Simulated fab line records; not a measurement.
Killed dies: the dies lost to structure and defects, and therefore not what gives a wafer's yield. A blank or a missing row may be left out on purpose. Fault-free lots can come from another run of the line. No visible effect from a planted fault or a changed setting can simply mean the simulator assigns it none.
A struck lot beside a sound one | flow sky130 | 15 steps out of a route of 708
Sound: these wafers, L437.3, L437.4, L437.5. The struck wafers were L432.2, L432.6. The cause is named last.
At each step with rows: each side's tool, then ch and its chambers, then its first start. Under that, the readings that differ: sound wafers | struck wafers | difference of the means | sigmas: that difference in standard deviations of wafers without a fault.
alike: a reading whose means differ by less than 2 such deviations, as well as words and numbers matching on both sides. not compared: withheld readings; readings where some wafer has no value; bounds like >300 that might hide an equal value; numbers whose values overlap and for which the record gives no deviation.
The two part at a step that has a row with sigmas, a row that says differs or no value, or rows on one side only. When numbers do not overlap yet have no deviation, they are printed without sigmas and do not part them. A reading that every wafer of one side lacks parts them only if that side has two wafers or more.

first, 8 steps without rows for these wafers: SKY_METAL3_DEHYDRATE_05 (time 60 s); SKY_METAL3_HMDS_06 (prime time 60 s); SKY_METAL3_COAT_07 (resist thk 60 nm); SKY_METAL3_COAT_08 (resist thk 1140 nm); SKY_METAL3_SOFTBAKE_09 (time 90 s); SKY_METAL3_EXPOSE_10 (exposes mask MM3, target cd 300 nm); SKY_METAL3_PEB_11; SKY_METAL3_DEVELOP_12 (develop time 60 s).
SKY_METAL3_CD_MEAS_13: the cd target is 300 nm.
  sound: cd_sem-01 at day 43 15:24; struck: cd_sem-02 at day 42 07:24
  alike: cd_nm
SKY_METAL3_OVL_MEAS_14:
  sound: overlay-01 at day 43 15:29; struck: overlay-01 at day 42 07:31
  alike: METAL3_OVL
SKY_METAL3_DESCUM_15: chemistry O2, time 8 s.
  sound on rie_metal-02 ch 0,1, day 43 15:32; struck on rie_metal-02 ch 0,1, day 42 07:32
  alike: drypump_motor_current_A, oes_product_au
  not compared: rf_hours_counter_h
SKY_METAL3_ETCH_16: etches BARC in N2/H2, stops on SiO2, time 88.2 s, target depth 60 nm.
  sound on rie_metal-02 ch 0,1, day 43 15:35; struck on rie_metal-02 ch 0,1, day 42 07:34
  alike: drypump_motor_current_A, oes_product_au, throttle_valve_pct
  not compared: rf_hours_counter_h
SKY_METAL3_ETCH_17: etches SiO2 in C4F8/O2/Ar, stops on TiN, time 3.9 s, target depth 15 nm.
  sound on rie_diel-03 ch 0,2,3, day 43 15:39; struck on rie_diel-04 ch 1, day 42 07:40
  reading                                    | sound          | struck      | difference | sigmas
  model.TiN_of_METAL3_SPUTTER_04.thk_nm (nm) | 70 70.74 70.09 | 69.74 69.25 | -0.78      |
  alike: oes_product_au
  not compared: rf_hours_counter_h
SKY_METAL3_METAL_ETCH_18: etches the open film in Cl2/BCl3, stops on SiO2, target depth 845 nm, time 183.1 s.
  sound on rie_metal-03 ch 0,1, day 43 15:43; struck on rie_metal-03 ch 0, day 42 07:41
  alike: drypump_motor_current_A, oes_product_au, throttle_valve_pct
  not compared: rf_hours_counter_h
following that, these wafers have no rows for 1 step: SKY_PAD_OPEN_PROBE_99.

== WHERE THEY PART ==
Nowhere in this record.

WHY: whatever the simulator had introduced
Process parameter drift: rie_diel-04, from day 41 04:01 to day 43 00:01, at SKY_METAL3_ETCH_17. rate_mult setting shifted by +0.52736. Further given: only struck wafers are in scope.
